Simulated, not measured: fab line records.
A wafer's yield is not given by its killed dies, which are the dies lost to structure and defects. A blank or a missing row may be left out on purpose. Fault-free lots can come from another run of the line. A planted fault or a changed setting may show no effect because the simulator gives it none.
Problem report, 8D (eight disciplines) form, completed by code || flow gf180mcu || the parts of the form that need people (team, actions taken, sign-off) are left out

== 1. WHAT IS WRONG ==
LVPWELL_OVL at GF_LVPWELL_OVL_MEAS_07 reads a mean of -102.7 nm on 9 wafers of 3 lots; wafers without a fault read -0.3 nm with a standard deviation of 1.4. Measured from the usual mean, that is -73 standard deviations.
Earliest sighting: wafer L253.2 on overlay-02 at day 6 12:40. The record has a number at this step for 45 wafers belonging to 15 lots. Rule for "out" (also "out of limits"): further than 4 standard deviations from the usual mean. Any other wafer with a number is counted as sound.

== 2. WHAT THIS IS AND IS NOT ==
{"question": "which readings at this step", "is": "LVPWELL_OVL", "is not": "-"}
{"question": "which lots", "is": "L253, L255, L257", "is not": "L242, L243, L244, L245, L246, L248, L249, L250, L254, L259, L260, L263"}
{"question": "which wafers of those lots", "is": "all that have a number", "is not": "-"}
{"question": "read on which gauges", "is": "overlay-01, overlay-02", "is not": "-"}
{"question": "when", "is": "from day 6 12:40", "is not": "up to then (24 sound wafers); but 12 sound wafers of L254, L259, L260, L263 came after"}

== 3. WHAT RULES OUT EACH SUSPECT ==
Counting: any tool at a process step up to the reading is kept as a suspect provided that every lot that is out went through it and no sound lot did after the first of them.
- the gauge at GF_LVPWELL_OVL_MEAS_07 is ruled out. 2 gauges (overlay-01, overlay-02) read the wafers that are out.
- iline stepper-02 at GF_LVPWELL_EXPOSE_04 (exposes mask LVPWELL, target cd 600 nm): kept. It ran every lot that is out, first L253 (day 6 05:31), and no sound lot after that; its last sound lot up to then is L249 (day 5 05:17).
The count leaves iline stepper-02 at GF_LVPWELL_EXPOSE_04.

== 4. THE CAUSE (what the simulator had put in) ==
Scanner matching overlay: iline stepper-02, from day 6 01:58 on, at GF_LVPWELL_EXPOSE_04. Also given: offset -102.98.
This tool alone remained once counting was done.

== 5. THE EFFECT CHAIN, in route order ==
Each row: a reading where the mean over the struck wafers with a number is more than 3 standard deviations away from the usual. Scope: only readings with a usual standard deviation given in the record; hours: median across lots of the time from each lot's start at the first step in this table that gives one to its start at this step; sigmas: change in usual standard deviations.
{"hours": 0, "step": "GF_LVPWELL_OVL_MEAS_07", "reading": "LVPWELL_OVL", "usual": "-0.3 nm", "on struck wafers": -102.7, "change": -102.4, "sigmas": -73}
At these later measuring or inspecting steps, every struck wafer for which the step has a row has a number for every such reading, and none has moved that far: GF_MVSD_OVL_MEAS_07.

== 6. HOW IT WOULD HAVE BEEN CAUGHT EARLIER ==
The first out-of-limits reading at a measuring or inspecting step in this record came at day 6 12:40, 11 hours after the fault's start at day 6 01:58.
Lots out: 3; of these, L255, L257 started GF_LVPWELL_EXPOSE_04 on iline stepper-02 after day 6 12:40. A hold on the tool at that time would have spared those 2.
